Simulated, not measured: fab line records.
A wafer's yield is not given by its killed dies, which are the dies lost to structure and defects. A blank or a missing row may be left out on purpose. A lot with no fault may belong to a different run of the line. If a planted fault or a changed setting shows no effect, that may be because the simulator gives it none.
The tool behind it: which one? -- flow sfq line -- 14 lots (42 wafers sampled), 1 step of a 325-step route

## WHAT EACH GAUGE READ, for each wafer
The record holds no reading of a measuring or inspecting step that can be judged against a usual standard deviation.

## WHAT TOOL EACH LOT RAN ON (gives the tool, then ch and the chambers of the sampled wafers, and finally the start)
lot,SFQ_TRILAYER_I7_CMP_CMP_184
L427,"cmp-02 ch 1,3, day 68 02:32"
L428,"cmp-01 ch 1,2,3, day 68 11:26"
L429,"cmp-01 ch 0,2,3, day 68 14:56"
L431,"cmp-01 ch 0,1, day 69 09:49"
L434,"cmp-01 ch 0,1, day 70 22:04"
L436,"cmp-01 ch 0,1, day 71 18:45"
L438,"cmp-01 ch 1,2,3, day 78 06:08"
L440,"cmp-01 ch 0,2,3, day 78 22:05"
L441,"cmp-02 ch 0,2,3, day 79 01:41"
L442,"cmp-02 ch 0,1, day 79 05:17"
L443,"cmp-01 ch 1,2,3, day 79 06:59"
L445,"cmp-02 ch 0,1,3, day 79 17:17"
L448,"cmp-01 ch 0,1,2, day 80 10:41"
L450,"cmp-01 ch 0,2, day 80 13:11"
- SFQ_TRILAYER_I7_CMP_CMP_184: polishes SiO2.

## AS READ BY THE TOOLS THEMSELVES (means over the sampled wafers that have a number; for cases with no such wafer, the mark the record gives instead)
SFQ_TRILAYER_I7_CMP_CMP_184. Usual: edge zone pressure frac 1.000, standard deviation 0.005; motor current A 9.4 A, standard deviation 0.68; platen rpm 60.00 rpm, standard deviation 0.037; time to endpoint s 219 s, standard deviation 6.9.
lot,tool,edge zone pressure frac,motor current A (A),platen rpm (rpm),time to endpoint s (s),flag
L427,cmp-02,0.997,9.3,60.00,213,
L428,cmp-01,1.000,9.9,60.01,223,
L429,cmp-01,1.001,9.8,60.00,234,
L431,cmp-01,1.003,9.1,60.01,222,
L434,cmp-01,1.002,9.3,65.99,212,OFF
L436,cmp-01,1.000,9.5,65.97,201,OFF
L438,cmp-01,1.001,10.1,60.00,220,
L440,cmp-01,0.996,9.8,60.00,214,
L441,cmp-02,1.004,8.8,60.01,228,
L442,cmp-02,0.997,9.3,59.98,219,
L443,cmp-01,0.998,9.9,59.97,216,
L445,cmp-02,1.002,9.0,59.98,220,
L448,cmp-01,1.002,9.6,60.04,215,
L450,cmp-01,1.001,9.1,60.00,213,

## THE ANSWER, worked out from the rows above alone
Rule: take the mean of a lot's wafers that have a number; if it is more than 3 standard deviations from the usual mean, the lot is off. A lot without any number at a reading at which 4 lots or more have one is off too. The other lots that the step has rows for count as sound. Order of review: gauges by route order, followed by the tools' own readings, for which a lot's mean as printed above is used. At the first step where some lot is off, the reading lying furthest off is the one used; lots without a number count as furthest.
Off at SFQ_TRILAYER_I7_CMP_CMP_184 (platen rpm): L434, L436.
If a tool, at that step or one of the process steps before it, ran each lot that is off and ran no sound lot following the first of them, it fits. Of those tried, none fits.

## WHAT THE SIMULATOR HAD INSERTED
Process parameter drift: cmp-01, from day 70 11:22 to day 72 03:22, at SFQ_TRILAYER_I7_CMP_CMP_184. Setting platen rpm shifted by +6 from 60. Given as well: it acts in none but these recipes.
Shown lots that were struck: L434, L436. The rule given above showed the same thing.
